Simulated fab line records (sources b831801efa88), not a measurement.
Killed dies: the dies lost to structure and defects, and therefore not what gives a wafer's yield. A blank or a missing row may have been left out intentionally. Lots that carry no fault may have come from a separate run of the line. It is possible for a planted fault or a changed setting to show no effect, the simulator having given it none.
Comparing a struck lot with a sound one    flow sky130    17 steps out of a route of 708
Sound: these wafers, L876.2, L876.5, L876.6. Struck: wafer L868.4; the same lot's L868.2 was not struck, so it is left out; see the end for the cause.
For every step that has rows: the tool of each side, followed by ch and its chambers, followed by its first start. Under that, the readings that differ: sound wafers    struck wafers    difference of the means    sigmas: that difference in standard deviations of wafers without a fault.
alike: words and numbers the same on both sides, and readings whose means are apart by under 2 such deviations; not compared: readings that were withheld, readings missing a value for some wafer, numbers with overlapping values and no deviation given by the record, and bounds like >300 which may hide the same value.
The two part at a step that has a row with sigmas, a row that says differs or no value, or rows on one side only. Numbers that have no deviation but don't overlap get no sigmas and don't part them. Lack of a reading on every wafer of one side parts them only where that side has two or more wafers.

first, 2 steps without rows for these wafers: SKY_LOCAL_INTERCONNECT_PEB_09; SKY_LOCAL_INTERCONNECT_DEVELOP_10 (develop time 60 s).
SKY_LOCAL_INTERCONNECT_CD_MEAS_11: target cd 170 nm.
  struck on cd-sem-01, day 32 21:17; sound on cd-sem-01, day 35 20:09
reading     sound              struck  difference  sigmas
cd-nm (nm)  173.4 172.3 172.5  169.2   -3.5        -2
SKY_LOCAL_INTERCONNECT_OVL_MEAS_12:
  struck on overlay-01, day 32 21:23; sound on overlay-02, day 35 20:16
reading                      sound    struck  difference  sigmas
LOCAL_INTERCONNECT_OVL (nm)  15 12 7  -1      -12         -2
SKY_LOCAL_INTERCONNECT_ETCH_13: etches BARC in N2/H2, stops on SiO2, time 45.9 s, target depth 60 nm.
  sound on rie-metal-04 ch 0,1, day 35 20:17; struck on rie-metal-02 ch 0, day 32 21:25
  alike: drypump-motor-current-A, oes-product-au, throttle-valve-pct
  not compared: rf-hours-counter-h
SKY_LOCAL_INTERCONNECT_METAL_ETCH_14: etches TiN in Cl2/BCl3, stops on PSG, target depth 110 nm, time 31.4 s.
  sound on rie-metal-04 ch 0,1, day 35 20:21; struck on rie-metal-02 ch 0, day 32 21:29
  alike: drypump-motor-current-A, oes-product-au, throttle-valve-pct
  not compared: rf-hours-counter-h
SKY_LOCAL_INTERCONNECT_STRIP_15: strips in O2/N2.
  sound on plasma-asher-04 ch 0,1, day 35 20:24; struck on plasma-asher-02 ch 1, day 32 21:32
  alike: drypump-motor-current-A, oes-product-au, strip-time-to-endpoint-s
  not compared: rf-hours-counter-h
then, 3 steps without rows for these wafers: SKY_LOCAL_INTERCONNECT_STRIP_16 (strips in post etch residue remover, time 1200 s); SKY_LOCAL_INTERCONNECT_CLEAN_17 (cleans in IPA, time 180 s); SKY_LOCAL_INTERCONNECT_CLEAN_18 (cleans in O3/DIW).
SKY_CONTACT_CVD_00: deposits Si3N4, target thk 75 nm.
  sound on pecvd-04 ch 0,1,2, day 35 20:59; struck on pecvd-04 ch 2, day 32 22:08
  alike: heater-power-w
SKY_CONTACT_THK_MEAS_01:
  struck on film-metro-03, day 32 22:11; sound on film-metro-04, day 35 21:02
reading                  sound           struck  difference  sigmas
CONTACT_CVD_00_THK (nm)  73.7 74.8 74.6  76.6    +2.2        +2
SKY_CONTACT_HDPCVD_02: deposits SiO2, target thk 565 nm, time 94.2 s.
  sound on hdpcvd-02 ch 0,1,2, day 35 21:05; struck on hdpcvd-01 ch 0, day 32 22:14
reading                                      sound              struck  difference  sigmas
run-length-s (s)                             122.0 121.7 123.2  141.6   +19.3       +26
model.SiO2_of_CONTACT_HDPCVD_02.thk-nm (nm)  562.1 563.3 561.9  690.6   +128.2      
SKY_CONTACT_THK_MEAS_03:
  struck on film-metro-03, day 32 22:19; sound on film-metro-03, day 35 21:10
reading                  sound        struck  difference  sigmas
CONTACT_HDPCVD_THK (nm)  562 563 561  690     +128        +19
SKY_CONTACT_CMP_04: polishes SiO2.
  sound on cmp-02 ch 1,2,3, day 35 21:22; struck on cmp-02 ch 2, day 32 22:28
reading                 sound     struck  difference  sigmas
time-to-endpoint-s (s)  89 85 85  131     +45         +12
  alike: motor-current-A, platen-rpm
SKY_CONTACT_BOW_MEAS_05:
  struck on film-metro-04, day 32 22:41; sound on film-metro-04, day 35 21:32
  alike: CONTACT_BOW
SKY_PAD_OPEN_PROBE_99:
  sound wafers here have rows in the record (prober-01, day 49 22:37); struck ones have none

== WHERE THEY PART ==
First at SKY_LOCAL_INTERCONNECT_CD_MEAS_11; last, within this record, at SKY_PAD_OPEN_PROBE_99.

WHY: the cause the simulator had injected
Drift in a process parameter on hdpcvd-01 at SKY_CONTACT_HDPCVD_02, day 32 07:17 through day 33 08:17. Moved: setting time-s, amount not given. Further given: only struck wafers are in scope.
